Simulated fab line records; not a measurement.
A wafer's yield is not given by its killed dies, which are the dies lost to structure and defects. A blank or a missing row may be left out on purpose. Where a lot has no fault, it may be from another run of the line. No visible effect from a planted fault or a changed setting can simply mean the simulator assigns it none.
Which tool did it? || flow gf180mcu || at 1 step of a route of 602, 13 lots with 39 wafers sampled

## WHAT THE GAUGES READ, wafer by wafer
GF_V4_OVL_MEAS_15. Usual: V4_OVL 0 nm, standard deviation 5.4.
{"lot": "L257", "measured": "day 25 03:33", "on": "overlay-01", "V4_OVL (nm)": "0 -2 -4", "flag": ""}
{"lot": "L259", "measured": "day 26 02:23", "on": "overlay-02", "V4_OVL (nm)": "4 -2 6", "flag": ""}
{"lot": "L260", "measured": "day 26 05:51", "on": "overlay-02", "V4_OVL (nm)": "-4 -6 -4", "flag": ""}
{"lot": "L261", "measured": "day 26 13:11", "on": "overlay-02", "V4_OVL (nm)": "7 -2 3", "flag": ""}
{"lot": "L268", "measured": "day 28 14:21", "on": "overlay-01", "V4_OVL (nm)": "6 9 4", "flag": ""}
{"lot": "L269", "measured": "day 29 00:58", "on": "overlay-01", "V4_OVL (nm)": "0 -3 1", "flag": ""}
{"lot": "L271", "measured": "day 29 15:11", "on": "overlay-01", "V4_OVL (nm)": "13 -1 6", "flag": ""}
{"lot": "L272", "measured": "day 29 17:55", "on": "overlay-02", "V4_OVL (nm)": "10 4 3", "flag": ""}
{"lot": "L273", "measured": "day 30 10:53", "on": "overlay-01", "V4_OVL (nm)": "-3 1 4", "flag": ""}
{"lot": "L275", "measured": "day 30 17:52", "on": "overlay-01", "V4_OVL (nm)": "2 -7 1", "flag": ""}
{"lot": "L276", "measured": "day 30 19:20", "on": "overlay-02", "V4_OVL (nm)": "5 13 7", "flag": ""}
{"lot": "L277", "measured": "day 31 03:23", "on": "overlay-02", "V4_OVL (nm)": "7 3 1", "flag": ""}
{"lot": "L278", "measured": "day 31 09:47", "on": "overlay-02", "V4_OVL (nm)": "-4 -3 -5", "flag": ""}

## EACH LOT AND THE TOOL THAT RAN IT (in order: tool; ch and the chambers of the sampled wafers; start)
There is no process step in the record ahead of these readings.

## WHAT THE TOOLS THEMSELVES READ (means of the sampled wafers that have a number; where no wafer has one, the mark that the record gives instead)
The record holds no such reading with a usual standard deviation.

## THE ANSWER, worked out from the rows above alone
Rule: a lot is off if the mean of its wafers that have a number lies more than 3 standard deviations from the usual mean. Also off: a lot with no number at a reading for which 4 or more lots have one. Where the step has rows for the other lots, those lots are counted as sound. After the gauges, taken in route order, come the tools' own readings; for these a lot's mean is taken, as printed above. At the first step where some lot is off, the reading lying furthest off is the one used; lots without a number count as furthest.
No lot is off on any of the readings shown, so nothing can be concluded from this.

## WHAT THE SIMULATOR PUT IN
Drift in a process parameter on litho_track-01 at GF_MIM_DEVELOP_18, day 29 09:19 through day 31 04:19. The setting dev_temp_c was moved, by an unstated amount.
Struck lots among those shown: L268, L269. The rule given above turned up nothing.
